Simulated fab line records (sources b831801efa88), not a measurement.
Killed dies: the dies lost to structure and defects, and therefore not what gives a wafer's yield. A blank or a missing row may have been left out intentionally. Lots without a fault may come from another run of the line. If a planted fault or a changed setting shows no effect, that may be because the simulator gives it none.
Which of the tools did it? -- flow gf180mcu -- 12 lots with 36 wafers sampled at 6 steps, on a route of 602 steps

## WHAT EACH GAUGE READ, for each wafer
GF_V1_CD_MEAS_14 targets a cd of 260 nm.
lot,measured,on,cd_nm (nm)
L422,day 18 07:05,cd_sem-01,261.7 261.4 262.0
L423,day 18 18:42,cd_sem-02,260.5 260.4 261.1
L425,day 19 14:32,cd_sem-02,261.9 261.5 261.6
L426,day 19 20:44,cd_sem-01,261.1 259.5 261.6
L429,day 20 16:34,cd_sem-01,261.6 261.2 262.0
L433,day 22 05:42,cd_sem-02,259.0 260.1 260.0
L435,day 23 00:08,cd_sem-01,262.7 261.7 261.5
L436,day 23 05:14,cd_sem-01,259.6 261.3 260.7
L442,day 25 04:23,cd_sem-01,260.7 260.4 260.7
L443,day 25 10:44,cd_sem-02,260.5 259.4 260.2
L444,day 25 19:34,cd_sem-02,258.1 259.6 259.1
L445,day 26 07:09,cd_sem-01,258.7 260.8 260.5

GF_V1_RS_MEAS_24: measurement is done with a four-point probe.
lot,measured,on,V1_W_RS (ohm/sq)
L422,day 18 08:07,film_metro-01,0.336 0.329 0.327
L423,day 18 19:47,film_metro-04,0.323 0.327 0.327
L425,day 19 15:34,film_metro-02,0.325 0.330 0.327
L426,day 19 21:46,film_metro-04,0.331 0.324 0.329
L429,day 20 17:35,film_metro-02,0.332 0.330 0.332
L433,day 22 06:46,film_metro-04,0.329 0.328 0.342
L435,day 23 01:10,film_metro-01,0.340 0.328 0.338
L436,day 23 06:16,film_metro-02,0.334 0.334 0.330
L442,day 25 05:25,film_metro-01,0.332 0.335 0.331
L443,day 25 11:47,film_metro-04,0.332 0.331 0.327
L444,day 25 20:41,film_metro-04,0.330 0.329 0.333
L445,day 26 08:32,film_metro-02,0.327 0.326 0.330

GF_V1_THK_MEAS_25: measures by xrf.
lot,measured,on,V1_W_THK (nm)
L422,day 18 08:14,film_metro-01,345 352 356
L423,day 18 19:54,film_metro-04,360 358 357
L425,day 19 15:41,film_metro-02,355 352 352
L426,day 19 21:53,film_metro-04,349 355 349
L429,day 20 17:42,film_metro-02,349 351 349
L433,day 22 06:53,film_metro-04,359 358 344
L435,day 23 01:17,film_metro-01,341 352 341
L436,day 23 06:23,film_metro-02,357 353 356
L442,day 25 05:32,film_metro-01,350 348 353
L443,day 25 11:53,film_metro-04,352 351 357
L444,day 25 20:48,film_metro-04,353 352 349
L445,day 26 08:39,film_metro-02,363 364 360

GF_V3_CD_MEAS_14 targets a cd of 260 nm.
lot,measured,on,cd_nm (nm)
L422,day 22 13:44,cd_sem-02,259.9 260.0 260.3
L423,day 23 00:49,cd_sem-02,258.1 258.2 258.5
L425,day 23 18:47,cd_sem-01,262.3 262.0 262.1
L426,day 24 02:05,cd_sem-02,258.5 257.5 257.8
L429,day 24 18:54,cd_sem-01,260.5 259.5 259.6
L433,day 26 04:42,cd_sem-02,261.1 261.1 260.2
L435,day 26 20:44,cd_sem-01,258.5 259.8 261.2
L436,day 27 02:11,cd_sem-02,259.9 259.5 259.0
L442,day 28 20:55,cd_sem-01,262.2 262.7 260.9
L443,day 29 01:32,cd_sem-01,258.0 257.8 256.9
L444,day 29 11:19,cd_sem-02,259.2 258.6 259.4
L445,day 29 20:43,cd_sem-01,260.2 260.6 261.0

GF_M4_THK_MEAS_06: measures by xrf.
lot,measured,on,M4_ALCU_THK (nm)
L422,day 22 15:39,film_metro-03,459 460 460
L423,day 23 02:40,film_metro-03,453 456 454
L425,day 23 20:38,film_metro-03,441 444 452
L426,day 24 04:02,film_metro-04,448 448 450
L429,day 24 20:46,film_metro-04,452 457 453
L433,day 26 06:53,film_metro-04,455 449 454
L435,day 26 22:36,film_metro-04,451 448 449
L436,day 27 04:05,film_metro-03,454 457 453
L442,day 28 22:47,film_metro-04,448 452 450
L443,day 29 03:22,film_metro-03,453 453 455
L444,day 29 13:41,film_metro-02,451 454 452
L445,day 29 22:40,film_metro-04,452 458 449

## EACH LOT AND THE TOOL THAT RAN IT (in order: tool; ch and the chambers of the sampled wafers; start)
lot,GF_V1_CVD_23
L422,"cvd_w-02 ch 0,1, day 18 08:00"
L423,"cvd_w-02 ch 0,1, day 18 19:39"
L425,"cvd_w-02 ch 0,1, day 19 15:27"
L426,"cvd_w-02 ch 0, day 19 21:39"
L429,"cvd_w-01 ch 0,1, day 20 17:28"
L433,"cvd_w-02 ch 0,1, day 22 06:38"
L435,"cvd_w-02 ch 0,1, day 23 01:04"
L436,"cvd_w-01 ch 0,1, day 23 06:08"
L442,"cvd_w-01 ch 0,1, day 25 05:19"
L443,"cvd_w-01 ch 0,1, day 25 11:40"
L444,"cvd_w-02 ch 0,1, day 25 20:34"
L445,"cvd_w-01 ch 0,1, day 26 08:25"
- GF_V1_CVD_23: deposits W, target thk 350 nm, time 105.05 s.

## AS READ BY THE TOOLS THEMSELVES (means over the sampled wafers that have a number; for cases with no such wafer, the mark the record gives instead)
GF_V1_CVD_23.
lot,tool,chamber_pressure_Torr (Torr),heater_power_w (W)
L422,cvd_w-02,39.94,843
L423,cvd_w-02,40.02,803
L425,cvd_w-02,40.03,809
L426,cvd_w-02,39.95,769
L429,cvd_w-01,40.02,951
L433,cvd_w-02,40.05,858
L435,cvd_w-02,39.99,818
L436,cvd_w-01,40.00,947
L442,cvd_w-01,40.08,950
L443,cvd_w-01,40.07,964
L444,cvd_w-02,39.99,858
L445,cvd_w-01,39.97,963

## THE ANSWER, worked out from the rows above alone
Rule: the usual values come from the lots themselves. The widest of any qualifying gaps counts: lots, ordered by their means at a reading, are off when they make up no more than a third of the lots, leave a main group of 4 or more, and stand apart from it by 3 or more times the standard deviation of that group's means. A main group whose means are all the same, to the digits that the tables above print for the reading, isn't used. Also off: a lot with no number at a reading for which 4 or more lots have one. The other lots that the step has rows for count as sound. First the gauges in route order, then the tools' own readings, where a lot's mean is used as printed above. At the first step where some lot is off, the reading lying furthest off is the one used; lots without a number count as furthest.
No lot is off on any of the readings shown, so nothing can be concluded from this.

## WHAT THE SIMULATOR HAD INSERTED
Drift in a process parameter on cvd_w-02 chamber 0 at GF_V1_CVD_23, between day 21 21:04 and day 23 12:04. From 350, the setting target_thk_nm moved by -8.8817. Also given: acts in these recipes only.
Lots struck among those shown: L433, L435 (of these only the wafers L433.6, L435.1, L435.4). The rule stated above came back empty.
